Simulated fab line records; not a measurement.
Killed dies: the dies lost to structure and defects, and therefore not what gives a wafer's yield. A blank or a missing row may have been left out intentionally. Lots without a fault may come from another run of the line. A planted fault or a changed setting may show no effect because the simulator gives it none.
Split-lot trial / flow sky130 / 21 wafers read from 5 lots, route of 708 steps

THE SPLIT ITSELF
At SKY_METAL1_COAT_10 (resist thk 450 nm), the setting resist thk nm was moved away from the recipe's 450 nm on 10 of the 21 wafers read, by -5.5% to +5.0%. The other wafers ran this setting at the recipe's value.

FROM THE SPLIT TO THE READING: what the file shows between them, 3 steps
- SKY_METAL1_DEVELOP_14: develop time 60 s (also split here: dev temp c)
- SKY_METAL1_CD_MEAS_15: target cd 140 nm
- SKY_METAL1_DESCUM_17: chemistry O2, time 8 s

THE READING
KrF-thick_of_METAL1_COAT_10.thk nm (the simulator's own value, which no gauge read), in nm, at SKY_METAL1_ETCH_18 (etches BARC in N2/H2, stops on SiO2, time 45.9 s, target depth 60 nm). The file gives no usual value for it. Across the 11 wafers here that went through the recipe, the average is 392.8 nm and the standard deviation 1.4 nm.

wafer=L074.1; tool, chamber at the split=litho track-02, 0; resist thk nm as run, nm=459.5; against the recipe=+2.1%; KrF-thick_of_METAL1_COAT_10.thk nm, nm=400.8; against lot-mates on the recipe=+10.2
wafer=L074.5; tool, chamber at the split=litho track-02, 0; resist thk nm as run, nm=459.5; against the recipe=+2.1%; KrF-thick_of_METAL1_COAT_10.thk nm, nm=400.8; against lot-mates on the recipe=+10.2
wafer=L074.4; tool, chamber at the split=litho track-02, 0; resist thk nm as run, nm=450; against the recipe=recipe; KrF-thick_of_METAL1_COAT_10.thk nm, nm=390.6; against lot-mates on the recipe=-
wafer=L079.4; tool, chamber at the split=litho track-04, 0; resist thk nm as run, nm=450; against the recipe=recipe; KrF-thick_of_METAL1_COAT_10.thk nm, nm=392.5; against lot-mates on the recipe=-
wafer=L079.5; tool, chamber at the split=litho track-04, 0; resist thk nm as run, nm=450; against the recipe=recipe; KrF-thick_of_METAL1_COAT_10.thk nm, nm=390.8; against lot-mates on the recipe=-
wafer=L079.6; tool, chamber at the split=litho track-04, 0; resist thk nm as run, nm=450; against the recipe=recipe; KrF-thick_of_METAL1_COAT_10.thk nm, nm=394.3; against lot-mates on the recipe=-
wafer=L082.1; tool, chamber at the split=litho track-02, 0; resist thk nm as run, nm=440.1; against the recipe=-2.2%; KrF-thick_of_METAL1_COAT_10.thk nm, nm=384.3; against lot-mates on the recipe=-9.2
wafer=L082.6; tool, chamber at the split=litho track-02, 0; resist thk nm as run, nm=440.1; against the recipe=-2.2%; KrF-thick_of_METAL1_COAT_10.thk nm, nm=384.3; against lot-mates on the recipe=-9.2
wafer=L082.2; tool, chamber at the split=litho track-02, 0; resist thk nm as run, nm=440.1; against the recipe=-2.2%; KrF-thick_of_METAL1_COAT_10.thk nm, nm=382.5; against lot-mates on the recipe=-11.0
wafer=L082.4; tool, chamber at the split=litho track-02, 0; resist thk nm as run, nm=450; against the recipe=recipe; KrF-thick_of_METAL1_COAT_10.thk nm, nm=392.9; against lot-mates on the recipe=-
wafer=L082.5; tool, chamber at the split=litho track-02, 0; resist thk nm as run, nm=450; against the recipe=recipe; KrF-thick_of_METAL1_COAT_10.thk nm, nm=394.2; against lot-mates on the recipe=-
wafer=L083.1; tool, chamber at the split=litho track-04, 0; resist thk nm as run, nm=425.4; against the recipe=-5.5%; KrF-thick_of_METAL1_COAT_10.thk nm, nm=367.2; against lot-mates on the recipe=-24.8
wafer=L083.2; tool, chamber at the split=litho track-04, 0; resist thk nm as run, nm=450; against the recipe=recipe; KrF-thick_of_METAL1_COAT_10.thk nm, nm=391.8; against lot-mates on the recipe=-
wafer=L083.3; tool, chamber at the split=litho track-04, 0; resist thk nm as run, nm=425.4; against the recipe=-5.5%; KrF-thick_of_METAL1_COAT_10.thk nm, nm=367.3; against lot-mates on the recipe=-24.7
wafer=L083.4; tool, chamber at the split=litho track-04, 0; resist thk nm as run, nm=425.4; against the recipe=-5.5%; KrF-thick_of_METAL1_COAT_10.thk nm, nm=367.7; against lot-mates on the recipe=-24.3
wafer=L083.5; tool, chamber at the split=litho track-04, 0; resist thk nm as run, nm=450; against the recipe=recipe; KrF-thick_of_METAL1_COAT_10.thk nm, nm=392.2; against lot-mates on the recipe=-
wafer=L084.1; tool, chamber at the split=litho track-02, 0; resist thk nm as run, nm=450; against the recipe=recipe; KrF-thick_of_METAL1_COAT_10.thk nm, nm=395.4; against lot-mates on the recipe=-
wafer=L084.2; tool, chamber at the split=litho track-02, 0; resist thk nm as run, nm=450; against the recipe=recipe; KrF-thick_of_METAL1_COAT_10.thk nm, nm=393.1; against lot-mates on the recipe=-
wafer=L084.3; tool, chamber at the split=litho track-02, 0; resist thk nm as run, nm=472.6; against the recipe=+5.0%; KrF-thick_of_METAL1_COAT_10.thk nm, nm=417.6; against lot-mates on the recipe=+23.8
wafer=L084.5; tool, chamber at the split=litho track-02, 0; resist thk nm as run, nm=450; against the recipe=recipe; KrF-thick_of_METAL1_COAT_10.thk nm, nm=392.8; against lot-mates on the recipe=-
wafer=L084.6; tool, chamber at the split=litho track-02, 0; resist thk nm as run, nm=472.6; against the recipe=+5.0%; KrF-thick_of_METAL1_COAT_10.thk nm, nm=416.2; against lot-mates on the recipe=+22.4

FIT RESULTS
A straight line over all 21 wafers: KrF-thick_of_METAL1_COAT_10.thk nm changes by +4.6 nm for each +1% of resist thk nm; r = +0.99; the points scatter about the line by 1.4 nm.
The same after taking each lot's own level away (the mean of its wafers on the recipe; 21 wafers): +4.56 nm for each +1%; r = +1.00; scatter 0.89 nm.
On that fit, the largest move of resist thk nm shifts the reading by 25 nm.
The lots' own levels span 390.60 to 393.77 nm, that is 2.3 times the standard deviation above.
The two slopes agree, so the slope changes little with the lot-to-lot level.
Check: for one of the wafers moved furthest among these (-5.5%), held out of the fit, the line's prediction against its lot-mates is -24.8 nm. Against them it came out at -24.8 nm.

OTHER SPLITS APPLIED TO THESE WAFERS
Before the reading, these wafers also passed through other splits. Each is held against what the fit with the lots' levels taken away leaves over:
other split on the same wafers=SKY_LI_CONTACT_CVD_21 temp c; wafers away from the commonest value=4; r with KrF-thick_of_METAL1_COAT_10.thk nm (lot level and that fit taken away)=-0.10
other split on the same wafers=SKY_LOCAL_INTERCONNECT_EXPOSE_08 dose mj; wafers away from the commonest value=5; r with KrF-thick_of_METAL1_COAT_10.thk nm (lot level and that fit taken away)=-0.02
other split on the same wafers=SKY_LOCAL_INTERCONNECT_ETCH_13 ion energy ev; wafers away from the commonest value=9; r with KrF-thick_of_METAL1_COAT_10.thk nm (lot level and that fit taken away)=+0.12
other split on the same wafers=SKY_CONTACT_CVD_24 pressure torr; wafers away from the commonest value=15; r with KrF-thick_of_METAL1_COAT_10.thk nm (lot level and that fit taken away)=-0.01
other split on the same wafers=SKY_METAL1_DEVELOP_14 dev temp c; wafers away from the commonest value=9; r with KrF-thick_of_METAL1_COAT_10.thk nm (lot level and that fit taken away)=-0.03

THE WHOLE CHAIN: every reading that the file lists as answering this split, in the file's order
step=SKY_METAL1_COAT_10; what it does=resist thk 450 nm; reading=KrF-thick_of_METAL1_COAT_10.thk nm (the simulator's own value, which no gauge read); change (the file's fit)=+4.54 nm for each +1% of the setting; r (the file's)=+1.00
step=SKY_METAL1_ETCH_18; what it does=etches BARC in N2/H2, stops on SiO2, time 45.9 s, target depth 60 nm; reading=KrF-thick_of_METAL1_COAT_10.thk nm (the simulator's own value, which no gauge read); change (the file's fit)=+4.56 nm for each +1% of the setting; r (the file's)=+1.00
step=SKY_METAL1_STRIP_20; what it does=strips in O2/N2; reading=strip time to endpoint s; change (the file's fit)=withheld for each +1% of the setting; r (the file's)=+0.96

FILE'S OWN FIT
KrF-thick_of_METAL1_COAT_10.thk nm changes by +4.56 nm for each +1% of resist thk nm, r = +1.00.
